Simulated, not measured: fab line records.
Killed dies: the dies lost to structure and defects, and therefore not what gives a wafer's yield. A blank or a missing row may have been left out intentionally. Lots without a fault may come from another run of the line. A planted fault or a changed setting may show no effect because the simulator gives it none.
What tool caused it? + flow gf180mcu + 39 wafers from 13 lots sampled at 4 of the route's 602 steps

WHAT THE GAUGES SHOWED, per wafer
GF_PASSIVATION_THK_MEAS_03.
| lot  | measured     | on            | PASSIVATION_CVD_02_THK (nm) |
|------|--------------|---------------|-----------------------------|
| L856 | day 28 01:37 | film_metro-03 | 689 686 699                 |
| L857 | day 28 11:58 | film_metro-01 | 698 694 705                 |
| L858 | day 28 20:04 | film_metro-01 | 694 698 703                 |
| L859 | day 29 02:34 | film_metro-02 | 689 679 706                 |
| L860 | day 29 13:14 | film_metro-01 | 669 708 709                 |
| L866 | day 31 05:09 | film_metro-01 | 686 701 709                 |
| L867 | day 31 08:37 | film_metro-01 | 692 689 704                 |
| L868 | day 31 16:15 | film_metro-02 | 681 663 677                 |
| L870 | day 32 14:48 | film_metro-03 | 702 692 711                 |
| L874 | day 33 07:24 | film_metro-03 | 690 691 698                 |
| L876 | day 33 17:23 | film_metro-02 | 695 718 695                 |
| L878 | day 34 03:05 | film_metro-02 | 679 709 690                 |
| L879 | day 34 06:37 | film_metro-03 | 707 664 682                 |

EACH LOT AND THE TOOL THAT RAN IT (in order: tool; ch and the chambers of the sampled wafers; start)
| lot  | GF_DUAL_GATE_OXIDATION_15     | GF_V4_CVD_23                  | GF_V4_CMP_26                  |
|------|-------------------------------|-------------------------------|-------------------------------|
| L856 | furnace-02 ch 0, day 8 08:11  | cvd_w-01 ch 0,1, day 24 07:14 | cmp-01 ch 0,1,2, day 24 07:31 |
| L857 | furnace-01 ch 0, day 8 14:38  | cvd_w-02 ch 0,1, day 24 19:17 | cmp-01 ch 0,1,3, day 24 19:35 |
| L858 | furnace-01 ch 0, day 8 21:45  | cvd_w-02 ch 0,1, day 25 04:20 | cmp-01 ch 0,1,3, day 25 04:37 |
| L859 | furnace-02 ch 0, day 9 05:42  | cvd_w-02 ch 0,1, day 25 12:08 | cmp-02 ch 1,2,3, day 25 12:29 |
| L860 | furnace-01 ch 0, day 9 14:31  | cvd_w-01 ch 1, day 25 23:28   | cmp-01 ch 0,1,2, day 25 23:52 |
| L866 | furnace-01 ch 0, day 11 06:14 | cvd_w-01 ch 0,1, day 27 20:31 | cmp-01 ch 1,2, day 27 20:59   |
| L867 | furnace-01 ch 0, day 11 09:17 | cvd_w-02 ch 0,1, day 27 23:40 | cmp-02 ch 0,1, day 27 23:56   |
| L868 | furnace-02 ch 0, day 11 17:55 | cvd_w-01 ch 0,1, day 28 08:59 | cmp-01 ch 0,1, day 28 09:17   |
| L870 | furnace-02 ch 0, day 12 17:36 | cvd_w-01 ch 0,1, day 29 10:43 | cmp-01 ch 1,2,3, day 29 11:08 |
| L874 | furnace-02 ch 0, day 13 18:16 | cvd_w-01 ch 0,1, day 30 05:21 | cmp-02 ch 1,3, day 30 05:41   |
| L876 | furnace-02 ch 0, day 14 06:14 | cvd_w-01 ch 0,1, day 30 15:38 | cmp-02 ch 0,1,2, day 30 16:00 |
| L878 | furnace-02 ch 0, day 14 17:44 | cvd_w-02 ch 0,1, day 31 04:10 | cmp-01 ch 0,1,3, day 31 04:28 |
| L879 | furnace-02 ch 0, day 14 23:51 | cvd_w-02 ch 0,1, day 31 07:17 | cmp-01 ch 0,2,3, day 31 07:35 |
- GF_DUAL_GATE_OXIDATION_15: stabilise 600 s, purge 300 s, target thk 7.098 nm.
- GF_V4_CVD_23: deposits W, target thk 350 nm, time 104.9 s.
- GF_V4_CMP_26: polishes, stops on SiO2, t overpolish 15 s, target thk 0 nm.

AS READ BY THE TOOLS THEMSELVES (means over the sampled wafers that have a number; for cases with no such wafer, the mark the record gives instead)
GF_DUAL_GATE_OXIDATION_15.
| lot  | tool       | ox_temp_c (C) | spike_tc_upper_C (C) | tube_center_temp_C_max |
|------|------------|---------------|----------------------|------------------------|
| L856 | furnace-02 | 849.6         | 851.3                | 852.1                  |
| L857 | furnace-01 | 849.8         | 848.8                | 852.0                  |
| L858 | furnace-01 | 849.9         | 849.0                | 852.6                  |
| L859 | furnace-02 | 850.3         | 851.2                | 852.3                  |
| L860 | furnace-01 | 850.2         | 849.2                | 852.3                  |
| L866 | furnace-01 | 850.5         | 849.4                | 852.2                  |
| L867 | furnace-01 | 850.5         | 848.5                | 852.4                  |
| L868 | furnace-02 | 849.9         | 851.6                | 852.1                  |
| L870 | furnace-02 | 850.3         | 850.2                | 852.2                  |
| L874 | furnace-02 | 849.8         | 851.9                | 852.2                  |
| L876 | furnace-02 | 849.9         | 851.9                | 852.5                  |
| L878 | furnace-02 | 849.9         | 851.3                | 852.0                  |
| L879 | furnace-02 | 850.0         | 850.9                | 852.1                  |

GF_V4_CVD_23.
| lot  | tool     | heater_power_w (W) |
|------|----------|--------------------|
| L856 | cvd_w-01 | 751                |
| L857 | cvd_w-02 | 731                |
| L858 | cvd_w-02 | 771                |
| L859 | cvd_w-02 | 774                |
| L860 | cvd_w-01 | 794                |
| L866 | cvd_w-01 | 786                |
| L867 | cvd_w-02 | 766                |
| L868 | cvd_w-01 | 776                |
| L870 | cvd_w-01 | 757                |
| L874 | cvd_w-01 | 794                |
| L876 | cvd_w-01 | 793                |
| L878 | cvd_w-02 | 741                |
| L879 | cvd_w-02 | 745                |

GF_V4_CMP_26.
| lot  | tool   | motor_current_A (A) | overpolish_run_s (s) | time_to_endpoint_s (s) |
|------|--------|---------------------|----------------------|------------------------|
| L856 | cmp-01 | 10.3                | 14.995               | 91                     |
| L857 | cmp-01 | 11.4                | 14.997               | 88                     |
| L858 | cmp-01 | 11.3                | 15.005               | 88                     |
| L859 | cmp-02 | 10.8                | 15.011               | 90                     |
| L860 | cmp-01 | 10.8                | 14.998               | 82                     |
| L866 | cmp-01 | 10.2                | 15.001               | 83                     |
| L867 | cmp-02 | 12.1                | 15.001               | 84                     |
| L868 | cmp-01 | 10.6                | 15.002               | 87                     |
| L870 | cmp-01 | 11.2                | 14.997               | 87                     |
| L874 | cmp-02 | 11.9                | 15.005               | 84                     |
| L876 | cmp-02 | 11.3                | 15.007               | 86                     |
| L878 | cmp-01 | 11.2                | 14.995               | 88                     |
| L879 | cmp-01 | 11.4                | 15.005               | 86                     |

THE ANSWER, worked out from the rows above alone
Rule: what is usual is taken from the lots themselves. The widest of any qualifying gaps counts: lots, ordered by their means at a reading, are off when they make up no more than a third of the lots, leave a main group of 4 or more, and stand apart from it by 3 or more times the standard deviation of that group's means. A main group is skipped when, at the precision printed for the reading in the tables above, its means are all equal. Also off: a lot with no number at a reading for which 4 or more lots have one. All remaining lots with rows at the step are treated as sound. The gauges are gone through in route order, then the tools' own readings, and for those a lot's mean is taken as printed above. The first step at which some lot is off is used, and at that step the reading that is off furthest; a lot without a number counts as furthest.
No lot is off at any reading shown: from this, nothing can be told.

WHAT THE SIMULATOR HAD PUT IN
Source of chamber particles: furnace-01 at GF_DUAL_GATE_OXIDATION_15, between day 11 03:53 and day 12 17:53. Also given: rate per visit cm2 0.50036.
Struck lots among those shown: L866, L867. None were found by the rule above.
